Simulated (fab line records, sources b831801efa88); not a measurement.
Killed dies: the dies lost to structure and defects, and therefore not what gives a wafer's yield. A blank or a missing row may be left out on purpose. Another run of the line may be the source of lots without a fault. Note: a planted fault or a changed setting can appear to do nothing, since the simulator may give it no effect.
Which tool is to blame? / flow sky130 / 13 lots with 39 wafers sampled at 5 steps, on a route of 708 steps

## WHAT THE GAUGES READ, wafer by wafer
SKY_RES_XHIGH_TW_MEAS_09. Usual: RES_XHIGH_TW typically reads 1635, with standard deviation 18.
lot=L937; measured=day 27 15:35; on=film metro-02; RES_XHIGH_TW=1640 1635 1638; flag=
lot=L936; measured=day 27 17:33; on=film metro-02; RES_XHIGH_TW=1644 1630 1643; flag=
lot=L935; measured=day 27 19:59; on=film metro-03; RES_XHIGH_TW=1646 1642 1647; flag=
lot=L939; measured=day 28 04:16; on=film metro-04; RES_XHIGH_TW=1616 1614 1611; flag=
lot=L940; measured=day 28 14:06; on=film metro-02; RES_XHIGH_TW=1652 1640 1629; flag=
lot=L941; measured=day 28 21:31; on=film metro-03; RES_XHIGH_TW=1654 1656 1653; flag=
lot=L942; measured=day 29 07:14; on=film metro-02; RES_XHIGH_TW=1639 1639 1648; flag=
lot=L945; measured=day 30 11:49; on=film metro-03; RES_XHIGH_TW=1664 1668 1648; flag=
lot=L947; measured=day 31 00:13; on=film metro-02; RES_XHIGH_TW=1636 1640 1642; flag=
lot=L955; measured=day 34 01:02; on=film metro-04; RES_XHIGH_TW=1626 1616 1619; flag=
lot=L956; measured=day 34 02:49; on=film metro-03; RES_XHIGH_TW=1668 1662 1662; flag=
lot=L957; measured=day 34 04:11; on=film metro-04; RES_XHIGH_TW=1608 1618 1609; flag=
lot=L958; measured=day 34 12:10; on=film metro-03; RES_XHIGH_TW=1669 1662 1666; flag=

SKY_SD_N_CD_MEAS_07: the cd target is 380 nm. Usual: cd nm 377.8 nm, standard deviation 2.4.
lot=L937; measured=day 28 20:19; on=cd sem-02; cd nm (nm)=379.2 380.5 380.5; flag=
lot=L936; measured=day 28 22:04; on=cd sem-01; cd nm (nm)=375.0 374.4 375.3; flag=
lot=L935; measured=day 28 23:47; on=cd sem-01; cd nm (nm)=377.8 374.9 376.5; flag=
lot=L939; measured=day 29 08:25; on=cd sem-01; cd nm (nm)=378.8 378.9 379.8; flag=
lot=L940; measured=day 29 18:58; on=cd sem-01; cd nm (nm)=381.0 379.6 380.2; flag=
lot=L941; measured=day 30 02:38; on=cd sem-01; cd nm (nm)=377.6 378.7 376.7; flag=
lot=L942; measured=day 30 11:43; on=cd sem-01; cd nm (nm)=377.1 376.0 377.6; flag=
lot=L945; measured=day 31 14:56; on=cd sem-02; cd nm (nm)=381.3 378.5 379.2; flag=
lot=L947; measured=day 32 02:41; on=cd sem-01; cd nm (nm)=329.0 330.1 329.7; flag=OFF
lot=L955; measured=day 35 02:32; on=cd sem-01; cd nm (nm)=382.2 382.7 380.8; flag=
lot=L956; measured=day 35 05:07; on=cd sem-02; cd nm (nm)=378.1 379.0 375.8; flag=
lot=L957; measured=day 35 05:49; on=cd sem-02; cd nm (nm)=377.5 378.9 378.1; flag=
lot=L958; measured=day 35 13:43; on=cd sem-02; cd nm (nm)=376.9 375.2 378.0; flag=

SKY_SD_N_OVL_MEAS_08. Usual: SD_N_OVL typically reads -0.6 nm, with standard deviation 1.7.
lot=L937; measured=day 28 20:24; on=overlay-01; SD_N_OVL (nm)=3.4 0.4 2.7; flag=
lot=L936; measured=day 28 22:11; on=overlay-02; SD_N_OVL (nm)=-1.8 -1.0 -2.7; flag=
lot=L935; measured=day 28 23:53; on=overlay-01; SD_N_OVL (nm)=0.6 -0.4 2.1; flag=
lot=L939; measured=day 29 08:32; on=overlay-01; SD_N_OVL (nm)=1.3 -1.1 -2.9; flag=
lot=L940; measured=day 29 19:05; on=overlay-02; SD_N_OVL (nm)=-0.8 -2.4 -0.4; flag=
lot=L941; measured=day 30 02:44; on=overlay-02; SD_N_OVL (nm)=-2.7 -2.3 -1.9; flag=
lot=L942; measured=day 30 11:50; on=overlay-02; SD_N_OVL (nm)=-0.8 -2.0 -1.4; flag=
lot=L945; measured=day 31 15:02; on=overlay-01; SD_N_OVL (nm)=0.2 1.7 1.1; flag=
lot=L947; measured=day 32 02:48; on=overlay-02; SD_N_OVL (nm)=-3.1 -2.8 -4.0; flag=
lot=L955; measured=day 35 02:38; on=overlay-02; SD_N_OVL (nm)=1.0 1.1 -0.3; flag=
lot=L956; measured=day 35 05:13; on=overlay-01; SD_N_OVL (nm)=-0.5 0.7 -0.7; flag=
lot=L957; measured=day 35 05:56; on=overlay-01; SD_N_OVL (nm)=0.0 -0.1 -1.7; flag=
lot=L958; measured=day 35 13:50; on=overlay-01; SD_N_OVL (nm)=-0.6 0.4 -1.7; flag=

SKY_SD_N_RS_MEAS_17: the measuring method here is four-point-probe. Usual: SD_P_RS typically reads 147.2 ohm/sq, with standard deviation 0.42.
lot=L937; measured=day 28 21:17; on=film metro-02; SD_P_RS (ohm/sq)=147.7 147.4 147.2; flag=
lot=L936; measured=day 28 23:01; on=film metro-04; SD_P_RS (ohm/sq)=147.0 147.2 146.8; flag=
lot=L935; measured=day 29 00:45; on=film metro-03; SD_P_RS (ohm/sq)=146.9 147.0 146.9; flag=
lot=L939; measured=day 29 09:23; on=film metro-02; SD_P_RS (ohm/sq)=146.6 146.6 146.6; flag=
lot=L940; measured=day 29 19:56; on=film metro-02; SD_P_RS (ohm/sq)=147.7 147.4 147.1; flag=
lot=L941; measured=day 30 03:36; on=film metro-03; SD_P_RS (ohm/sq)=146.8 146.9 146.4; flag=
lot=L942; measured=day 30 12:41; on=film metro-02; SD_P_RS (ohm/sq)=146.5 147.1 146.6; flag=
lot=L945; measured=day 31 15:53; on=film metro-03; SD_P_RS (ohm/sq)=147.5 147.7 147.3; flag=
lot=L947; measured=day 32 03:39; on=film metro-04; SD_P_RS (ohm/sq)=147.8 147.6 147.0; flag=
lot=L955; measured=day 35 03:29; on=film metro-02; SD_P_RS (ohm/sq)=147.4 147.6 147.5; flag=
lot=L956; measured=day 35 06:05; on=film metro-04; SD_P_RS (ohm/sq)=147.3 147.8 147.0; flag=
lot=L957; measured=day 35 06:47; on=film metro-04; SD_P_RS (ohm/sq)=147.2 147.3 147.3; flag=
lot=L958; measured=day 35 14:41; on=film metro-04; SD_P_RS (ohm/sq)=146.7 146.7 146.8; flag=

## WHICH TOOL RAN EACH LOT (tool, then ch and the chambers of the sampled wafers, then the start)
lot=L937; SKY_SD_N_EXPOSE_04=iline stepper-01 ch 0, day 28 06:02
lot=L936; SKY_SD_N_EXPOSE_04=iline stepper-02 ch 0, day 28 07:31
lot=L935; SKY_SD_N_EXPOSE_04=iline stepper-01 ch 0, day 28 09:37
lot=L939; SKY_SD_N_EXPOSE_04=iline stepper-01 ch 0, day 28 18:13
lot=L940; SKY_SD_N_EXPOSE_04=iline stepper-02 ch 0, day 29 04:57
lot=L941; SKY_SD_N_EXPOSE_04=iline stepper-01 ch 0, day 29 12:20
lot=L942; SKY_SD_N_EXPOSE_04=iline stepper-02 ch 0, day 29 20:57
lot=L945; SKY_SD_N_EXPOSE_04=iline stepper-02 ch 0, day 31 01:01
lot=L947; SKY_SD_N_EXPOSE_04=iline stepper-02 ch 0, day 31 13:53
lot=L955; SKY_SD_N_EXPOSE_04=iline stepper-02 ch 0, day 34 14:05
lot=L956; SKY_SD_N_EXPOSE_04=iline stepper-02 ch 0, day 34 16:31
lot=L957; SKY_SD_N_EXPOSE_04=iline stepper-01 ch 0, day 34 17:30
lot=L958; SKY_SD_N_EXPOSE_04=iline stepper-02 ch 0, day 35 01:01
- SKY_SD_N_EXPOSE_04: exposes mask NSDM, target cd 380 nm.

## AS READ BY THE TOOLS THEMSELVES (means over the sampled wafers that have a number; for cases with no such wafer, the mark the record gives instead)
The record holds no such reading with a usual standard deviation.

## THE ANSWER, worked out from the rows above alone
Rule: a lot counts as off when the mean over its wafers that have a number is more than 3 standard deviations away from the usual mean. A lot without any number at a reading at which 4 lots or more have one is off too. The other lots that the step has rows for count as sound. After the gauges, taken in route order, come the tools' own readings; for these a lot's mean is taken, as printed above. At the first step where some lot is off, the reading lying furthest off is the one used; lots without a number count as furthest.
Off, at SKY_SD_N_CD_MEAS_07 on cd nm: L947.
If a tool, at a process step before that reading, ran all the lots that are off and no sound lot after the first of them, it fits. Gauges at SKY_SD_N_CD_MEAS_07: tried the same way as those tools. Of those tried, none fits.

## WHAT THE SIMULATOR HAD INSERTED
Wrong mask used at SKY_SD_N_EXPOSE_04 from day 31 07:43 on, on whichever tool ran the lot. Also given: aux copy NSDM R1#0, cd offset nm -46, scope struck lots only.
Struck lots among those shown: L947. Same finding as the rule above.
